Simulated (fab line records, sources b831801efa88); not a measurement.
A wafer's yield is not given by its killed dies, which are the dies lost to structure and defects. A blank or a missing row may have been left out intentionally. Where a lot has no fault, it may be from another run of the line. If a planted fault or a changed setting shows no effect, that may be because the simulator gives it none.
Which tool was responsible? | flow gf180mcu | 12 lots with 36 wafers sampled at 5 steps, on a route of 602 steps

WHAT THE GAUGES READ, wafer by wafer
GF_PSD_RS_MEAS_14: the measuring method here is four-point-probe.
lot  | measured     | on            | NSD_RS (ohm/sq)
L738 | day 15 13:38 | film-metro-03 | 46.14 46.15 46.07
L740 | day 15 15:34 | film-metro-01 | 46.18 46.26 46.19
L744 | day 17 02:01 | film-metro-01 | 46.22 46.15 46.17
L749 | day 18 20:19 | film-metro-01 | 46.75 46.69 46.70
L751 | day 19 09:22 | film-metro-04 | 46.88 46.87 46.86
L752 | day 19 18:23 | film-metro-04 | 46.24 46.14 46.13
L753 | day 20 05:10 | film-metro-01 | 46.11 46.09 46.08
L755 | day 20 21:28 | film-metro-04 | 46.16 46.12 46.26
L756 | day 21 08:46 | film-metro-01 | 46.23 46.26 46.17
L757 | day 21 17:49 | film-metro-03 | 46.15 46.14 46.15
L758 | day 21 22:25 | film-metro-04 | 46.11 46.14 46.19
L759 | day 22 08:11 | film-metro-01 | 45.91 46.04 46.07

GF_M1_CD_MEAS_14: the cd target is 230 nm.
lot  | measured     | on        | cd-nm (nm)
L738 | day 18 12:10 | cd-sem-02 | 229.6 231.7 230.5
L740 | day 18 15:09 | cd-sem-01 | 231.5 232.6 232.9
L744 | day 20 04:47 | cd-sem-01 | 230.1 230.1 230.4
L749 | day 22 00:49 | cd-sem-02 | 228.9 230.5 229.2
L751 | day 22 11:16 | cd-sem-02 | 229.2 228.1 229.7
L752 | day 22 21:20 | cd-sem-01 | 230.4 230.5 230.0
L753 | day 23 05:39 | cd-sem-02 | 228.9 228.5 228.4
L755 | day 23 22:40 | cd-sem-01 | 229.0 227.1 229.0
L756 | day 24 08:28 | cd-sem-02 | 230.0 230.3 229.3
L757 | day 24 17:43 | cd-sem-01 | 229.9 230.2 228.9
L758 | day 24 22:19 | cd-sem-01 | 228.6 230.8 228.8
L759 | day 25 06:18 | cd-sem-02 | 230.3 232.4 231.7

WHAT TOOL EACH LOT RAN ON (gives the tool, then ch and the chambers of the sampled wafers, and finally the start)
lot  | GF_NSD_IMPLANT_09               | GF_NSD_STRIP_11                      | GF_M1_SPUTTER_02
L738 | implanter-01 ch 0, day 14 15:58 | plasma-asher-04 ch 0,1, day 14 16:14 | pvd-sputter-04, day 17 12:52
L740 | implanter-01 ch 0, day 14 18:16 | plasma-asher-03 ch 0,1, day 14 18:32 | pvd-sputter-03, day 17 15:24
L744 | implanter-03 ch 0, day 16 01:40 | plasma-asher-04 ch 0,1, day 16 01:56 | pvd-sputter-04, day 19 04:12
L749 | implanter-01 ch 0, day 17 20:26 | plasma-asher-04 ch 0,1, day 17 20:43 | pvd-sputter-03, day 21 00:22
L751 | implanter-01 ch 0, day 18 08:52 | plasma-asher-04 ch 0,1, day 18 09:08 | pvd-sputter-03, day 21 11:46
L752 | implanter-04 ch 0, day 18 17:10 | plasma-asher-03 ch 0,1, day 18 17:26 | pvd-sputter-03, day 21 21:44
L753 | implanter-03 ch 0, day 19 03:50 | plasma-asher-03 ch 0,1, day 19 04:08 | pvd-sputter-03, day 22 06:59
L755 | implanter-04 ch 0, day 19 19:56 | plasma-asher-04 ch 0,1, day 19 20:14 | pvd-sputter-01, day 22 23:34
L756 | implanter-04 ch 0, day 20 07:49 | plasma-asher-04 ch 0,1, day 20 08:05 | pvd-sputter-01, day 23 10:09
L757 | implanter-03 ch 0, day 20 17:04 | plasma-asher-04 ch 0,1, day 20 17:20 | pvd-sputter-04, day 23 19:04
L758 | implanter-01 ch 0, day 20 21:25 | plasma-asher-03 ch 0,1, day 20 21:41 | pvd-sputter-01, day 23 23:59
L759 | implanter-01 ch 0, day 21 07:47 | plasma-asher-02 ch 0,1, day 21 08:05 | pvd-sputter-03, day 24 08:54
- GF_NSD_IMPLANT_09
- GF_NSD_STRIP_11: strips in O2/N2.
- GF_M1_SPUTTER_02: material AlCu, target thk 450 nm, time 23.9 s.

WHAT THE TOOLS THEMSELVES READ (means of the sampled wafers that have a number; where no wafer has one, the mark that the record gives instead)
GF_NSD_IMPLANT_09.
lot  | tool         | end-station-pressure-torr (Torr) | faraday-current-uA
L738 | implanter-01 | 1.20e-05                         | 10369
L740 | implanter-01 | 1.13e-05                         | 10055
L744 | implanter-03 | 1.05e-05                         | 9964
L749 | implanter-01 | 1.14e-05                         | 10146
L751 | implanter-01 | 1.19e-05                         | 10581
L752 | implanter-04 | 1.27e-05                         | 11549
L753 | implanter-03 | 1.08e-05                         | 9712
L755 | implanter-04 | 1.38e-05                         | 11452
L756 | implanter-04 | 1.26e-05                         | 11382
L757 | implanter-03 | 1.09e-05                         | 10062
L758 | implanter-01 | 1.11e-05                         | 10528
L759 | implanter-01 | 1.14e-05                         | 10426

GF_NSD_STRIP_11.
lot  | tool            | drypump-motor-current-A (A) | heater-power-w (W) | oes-product-au (a.u.) | strip-time-to-endpoint-s (s)
L738 | plasma-asher-04 | 5.1                         | 355                | 0.482                 | 22.99
L740 | plasma-asher-03 | 5.8                         | 344                | 0.490                 | 22.96
L744 | plasma-asher-04 | 5.1                         | 357                | 0.488                 | 22.94
L749 | plasma-asher-04 | 5.4                         | 374                | 0.489                 | 22.51
L751 | plasma-asher-04 | 5.4                         | 374                | 0.488                 | 22.50
L752 | plasma-asher-03 | 5.9                         | 346                | 0.486                 | 22.94
L753 | plasma-asher-03 | 5.9                         | 341                | 0.487                 | 22.98
L755 | plasma-asher-04 | 5.4                         | 374                | 0.488                 | 22.98
L756 | plasma-asher-04 | 5.4                         | 376                | 0.489                 | 22.92
L757 | plasma-asher-04 | 5.4                         | 375                | 0.491                 | 22.92
L758 | plasma-asher-03 | 5.9                         | 346                | 0.485                 | 22.92
L759 | plasma-asher-02 | 5.8                         | 359                | 0.484                 | 22.96

GF_M1_SPUTTER_02.
lot  | tool           | throttle-valve-pct (%)
L738 | pvd-sputter-04 | 29.0
L740 | pvd-sputter-03 | 31.0
L744 | pvd-sputter-04 | 30.6
L749 | pvd-sputter-03 | 30.4
L751 | pvd-sputter-03 | 30.3
L752 | pvd-sputter-03 | 29.7
L753 | pvd-sputter-03 | 30.3
L755 | pvd-sputter-01 | 29.6
L756 | pvd-sputter-01 | 30.0
L757 | pvd-sputter-04 | 30.1
L758 | pvd-sputter-01 | 30.1
L759 | pvd-sputter-03 | 30.4

THE ANSWER, worked out from the rows above alone
Rule: what is usual is taken from the lots themselves. The widest of any qualifying gaps counts: lots, ordered by their means at a reading, are off when they make up no more than a third of the lots, leave a main group of 4 or more, and stand apart from it by 3 or more times the standard deviation of that group's means. A main group is skipped when, at the precision printed for the reading in the tables above, its means are all equal. Also off: a lot with no number at a reading for which 4 or more lots have one. Where the step has rows for the other lots, those lots are counted as sound. After the gauges, taken in route order, come the tools' own readings; for these a lot's mean is taken, as printed above. The first step at which some lot is off is used, and at that step the reading that is off furthest; a lot without a number counts as furthest.
Off: at GF_PSD_RS_MEAS_14 (NSD_RS), L749, L751. The main group has a mean of 46.15 ohm/sq with a standard deviation of 0.059.
If a tool, at a process step before that reading, ran all the lots that are off and no sound lot after the first of them, it fits. The gauges at GF_PSD_RS_MEAS_14 aren't tried: what is off there is off at GF_NSD_STRIP_11 too, on other tools, and a gauge's error can't cause that. Not one of the candidates tried fits.

WHAT THE SIMULATOR PUT IN
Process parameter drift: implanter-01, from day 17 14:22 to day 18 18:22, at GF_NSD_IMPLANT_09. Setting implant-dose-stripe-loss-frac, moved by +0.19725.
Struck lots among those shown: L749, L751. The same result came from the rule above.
